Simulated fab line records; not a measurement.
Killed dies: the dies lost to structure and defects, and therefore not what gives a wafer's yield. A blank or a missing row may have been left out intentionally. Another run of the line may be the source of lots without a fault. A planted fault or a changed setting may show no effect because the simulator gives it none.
Comparing a struck lot with a sound one -- flow sky130 -- 21 out of 708 route steps
Sound: the wafers L726.3, L726.4, L726.5. Struck: wafer L734.6; the same lot's L734.3 was not struck, so it is left out; see the end for the cause.
At each step with rows: each side's tool, then ch and its chambers, then its first start. Under that, the readings that differ: sound wafers -- struck wafers -- difference of the means -- sigmas: that difference in standard deviations of wafers without a fault.
alike: readings with means less than 2 such deviations apart, plus words and numbers identical on both sides. not compared: withheld readings, readings lacking a value on some wafer, bounds such as >300 that could conceal the same value, and numbers that have no deviation in the record and whose values overlap.
Wherever a step has rows on one side only, a row that says differs or no value, or a row with sigmas, the two part there. Numbers that have no deviation but don't overlap get no sigmas and don't part them. A reading missing from all wafers of one side parts the sides only when that side holds two or more wafers.

SKY_SD_N_RS_MEAS_17: the measuring method here is four-point-probe.
  struck on film-metro-03, day 35 17:04; sound on film-metro-02, day 32 13:34
  alike: SD_P_RS
SKY_SD_N_RS_MEAS_18: the measuring method here is four-point-probe.
  struck on film-metro-03, day 35 17:11; sound on film-metro-02, day 32 13:41
  alike: RES_XHIGH_RS
then, 2 steps without rows for these wafers: SKY_SALICIDE_CLEAN_00 (cleans in HF-last, time 30 s); SKY_LI_CONTACT_HDPCVD_00 (deposits PSG, target thk 930 nm, time 155 s).
SKY_LI_CONTACT_THK_MEAS_01:
  struck on film-metro-03, day 35 17:24; sound on film-metro-04, day 32 13:55
  alike: LI_CONTACT_HDPCVD_THK
SKY_LI_CONTACT_CMP_02: polishes PSG.
  sound on cmp-02 ch 1,2, day 32 13:57; struck on cmp-02 ch 1, day 35 17:32
  alike: motor-current-A, slurry-filter-dp-kPa, time-to-endpoint-s
SKY_LI_CONTACT_BOW_MEAS_03:
  struck on film-metro-03, day 35 17:47; sound on film-metro-02, day 32 14:17
  alike: LI_CONTACT_BOW
then, 5 steps without rows for these wafers: SKY_LI_CONTACT_DEHYDRATE_04 (time 60 s); SKY_LI_CONTACT_HMDS_05 (prime time 60 s); SKY_LI_CONTACT_COAT_06 (resist thk 60 nm); SKY_LI_CONTACT_COAT_07 (resist thk 450 nm); SKY_LI_CONTACT_SOFTBAKE_08 (time 90 s).
SKY_LI_CONTACT_EXPOSE_09: exposes mask LICM1, target cd 170 nm.
  sound on krf-scanner-02 ch 0, day 33 04:12; struck on krf-scanner-01 ch 0, day 36 07:30
  alike: mask, focus-offset-nm, stage-vel-mm-s
then, 2 steps without rows for these wafers: SKY_LI_CONTACT_PEB_10; SKY_LI_CONTACT_DEVELOP_11 (develop time 60 s).
SKY_LI_CONTACT_CD_MEAS_12: target cd 170 nm.
  struck on cd-sem-01, day 36 20:33; sound on cd-sem-01, day 33 17:49
reading,sound,struck,difference,sigmas
cd-nm (nm),171.0 170.0 169.8,122.8,-47.5,-40
SKY_LI_CONTACT_OVL_MEAS_13:
  struck on overlay-01, day 36 20:38; sound on overlay-02, day 33 17:54
  alike: LI_CONTACT_OVL
SKY_LI_CONTACT_ETCH_14: etches BARC in N2/H2, stops on SiO2, time 45.9 s, target depth 60 nm.
  sound on rie-diel-03 ch 0,2,3, day 33 17:55; struck on rie-diel-01 ch 1, day 36 20:40
reading,sound,struck,difference,sigmas
drypump-motor-current-A (A),6.2 5.6 6.7,4.7,-1.5,-3
model.LI_CONTACT.cd-nm (nm),170.2 169.7 169.5,122.9,-46.9,
  alike: oes-product-au, throttle-valve-pct
  not compared: rf-hours-counter-h
SKY_LI_CONTACT_ETCH_15: etches PSG in C4F8/O2/Ar, stops on Si, target depth 600 nm.
  sound on rie-diel-03 ch 0,2,3, day 33 17:58; struck on rie-diel-01 ch 1, day 36 20:43
reading,sound,struck,difference,sigmas
model.LI_CONTACT.cd-nm (nm),170.5 170.6 169.4,122.3,-47.9,
  alike: oes-product-au
SKY_LI_CONTACT_STRIP_16: strips in O2/N2.
  sound on plasma-asher-03 ch 0,1, day 33 18:05; struck on plasma-asher-01 ch 1, day 36 20:50
reading,sound,struck,difference,sigmas
o2-flow-sccm (sccm),2995 2993 2980,3006,+17,+2
strip-time-to-endpoint-s (s),3.36 3.41 3.40,3.49,+0.10,+3
  alike: drypump-motor-current-A, oes-product-au
  not compared: rf-hours-counter-h
-- the record jumps here: 15 days lie between the struck wafers' starts before and after (it left off in module LI_CONTACT and takes up again in module PAD_OPEN, whose first step shown is number 708 of the route) --
SKY_PAD_OPEN_PROBE_99:
  the record has rows for the struck wafers here (prober-02, day 51 09:11) and none for the sound ones

== WHERE THEY PART ==
Last at SKY_PAD_OPEN_PROBE_99 as far as this record goes, first at SKY_LI_CONTACT_CD_MEAS_12.

WHY: the cause the simulator had injected
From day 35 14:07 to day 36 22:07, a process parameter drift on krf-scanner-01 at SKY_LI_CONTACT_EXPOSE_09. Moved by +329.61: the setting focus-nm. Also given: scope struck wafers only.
